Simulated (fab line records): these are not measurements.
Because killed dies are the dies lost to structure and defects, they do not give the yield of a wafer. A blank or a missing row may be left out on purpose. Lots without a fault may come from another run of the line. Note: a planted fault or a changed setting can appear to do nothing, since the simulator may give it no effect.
Chamber matching + flow sky130 + SKY_VIA1_CMP_24 on cmp-02: 4 sister chambers
The step polishes, stops on SiO2, t overpolish 15 s, target thk 0 nm. 39 wafers are shown with their chamber, then 12 later ones without.

## WAFERS WITH THEIR CHAMBER
| wafer  | chamber | motorCurrentA (A) | timeToEndpointS (s) | overpolishRunS (s) |
|--------|---------|-------------------|---------------------|--------------------|
| L074.3 | 2       | 11.6              | 68                  | 14.984             |
| L074.5 | 2       | 12.0              | 67                  | 15.002             |
| L074.6 | 1       | 12.9              | 63                  | 14.995             |
| L078.3 | 0       | 10.6              | 66                  | 14.998             |
| L078.5 | 2       | 11.6              | 64                  | 14.995             |
| L078.6 | 3       | 10.9              | 63                  | 14.998             |
| L079.2 | 1       | 11.8              | 58                  | 15.002             |
| L079.4 | 3       | 10.3              | 59                  | 15.016             |
| L079.6 | 2       | 11.7              | 63                  | 14.999             |
| L081.2 | 1       | 13.1              | 66                  | 14.984             |
| L081.3 | 3       | 11.1              | 65                  | 15.001             |
| L081.6 | 1       | 12.6              | 62                  | 14.994             |
| L082.1 | 0       | 10.7              | 62                  | 14.997             |
| L082.5 | 3       | 11.0              | 61                  | 14.998             |
| L082.6 | 2       | 12.2              | 64                  | 14.993             |
| L083.1 | 2       | 11.7              | 64                  | 15.018             |
| L083.2 | 1       | 12.5              | 61                  | 14.998             |
| L083.4 | 0       | 10.2              | 63                  | 14.983             |
| L084.2 | 1       | 12.4              | 58                  | 14.998             |
| L084.4 | 2       | 11.6              | 61                  | 14.990             |
| L084.5 | 3       | 11.0              | 59                  | 15.007             |
| L087.2 | 1       | 12.5              | 62                  | 14.998             |
| L087.4 | 2       | 11.7              | 64                  | 15.011             |
| L087.6 | 0       | 10.5              | 63                  | 15.011             |
| L089.1 | 2       | 11.9              | 59                  | 14.998             |
| L089.4 | 3       | 10.6              | 61                  | 14.998             |
| L089.5 | 0       | 10.0              | 61                  | 14.997             |
| L088.2 | 1       | 12.4              | 58                  | 14.996             |
| L088.3 | 2       | 11.8              | 61                  | 15.005             |
| L088.5 | 1       | 13.0              | 58                  | 15.014             |
| L090.1 | 1       | 12.2              | 64                  | 15.005             |
| L090.2 | 2       | 12.2              | 63                  | 15.002             |
| L090.4 | 3       | 10.8              | 60                  | 14.992             |
| L091.1 | 2       | 11.4              | 62                  | 15.004             |
| L091.3 | 3       | 10.6              | 60                  | 15.000             |
| L091.4 | 0       | 10.4              | 61                  | 14.991             |
| L092.2 | 2       | 11.6              | 65                  | 14.997             |
| L092.4 | 3       | 11.1              | 63                  | 14.994             |
| L092.5 | 2       | 11.8              | 65                  | 14.998             |

SIGNATURES (averages over the wafers above)
| reading         | chamber 0 | chamber 1 | chamber 2 | chamber 3 | scatter within a chamber |
|-----------------|-----------|-----------|-----------|-----------|--------------------------|
| motorCurrentA   | 10.400    | 12.540    | 11.771    | 10.822    | 0.293                    |
| timeToEndpointS | 62.67     | 61.00     | 63.57     | 61.22     | 2.39                     |
| overpolishRunS  | 14.99617  | 14.99840  | 14.99971  | 15.00044  | 0.00815                  |
Rule: distance of a wafer from a chamber = root of the sum over the readings of ((wafer's reading minus chamber's mean) / reading's scatter) squared. If the next closest chamber is less than 2 further off than the closest, the wafer can't be placed; otherwise it belongs to the closest. The scatter: take each reading less its chamber's mean, square it, sum over the shown wafers, divide by the number of wafers less the number of chambers, and take the root.

## WAFERS WITHOUT THEIR CHAMBER
| wafer  | motorCurrentA (A) | timeToEndpointS (s) | overpolishRunS (s) |
|--------|-------------------|---------------------|--------------------|
| L093.2 | 10.1              | 65                  | 14.987             |
| L093.5 | 10.4              | 66                  | 15.007             |
| L093.6 | 11.0              | 62                  | 15.003             |
| L095.1 | 10.8              | 62                  | 15.001             |
| L095.2 | 12.4              | 61                  | 15.003             |
| L095.5 | 12.6              | 62                  | 14.984             |
| L096.1 | 11.9              | 67                  | 14.990             |
| L096.5 | 10.0              | 62                  | 14.994             |
| L096.6 | 11.1              | 59                  | 14.992             |
| L097.1 | 12.7              | 65                  | 15.004             |
| L097.4 | 11.0              | 63                  | 15.009             |
| L097.6 | 11.5              | 65                  | 14.999             |

## EACH ONE'S CHAMBER
| wafer  | from the rows above          | in truth |
|--------|------------------------------|----------|
| L093.2 | can't be placed: 0 or 3      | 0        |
| L093.5 | can't be placed: 0 or 3      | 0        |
| L093.6 | can't be placed: 3 or 0 or 2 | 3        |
| L095.1 | can't be placed: 3 or 0      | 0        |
| L095.2 | can't be placed: 1 or 2      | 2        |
| L095.5 | can't be placed: 1 or 2      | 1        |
| L096.1 | can't be placed: 2 or 1      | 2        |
| L096.5 | can't be placed: 0 or 3      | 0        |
| L096.6 | can't be placed: 3 or 0 or 2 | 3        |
| L097.1 | can't be placed: 1 or 2      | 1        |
| L097.4 | can't be placed: 3 or 0 or 2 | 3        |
| L097.6 | can't be placed: 2 or 3      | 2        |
Placed correctly: 0 of 12. Not placeable from these rows: 12 (in 12, the candidates include the true chamber). Placed wrongly: 0.
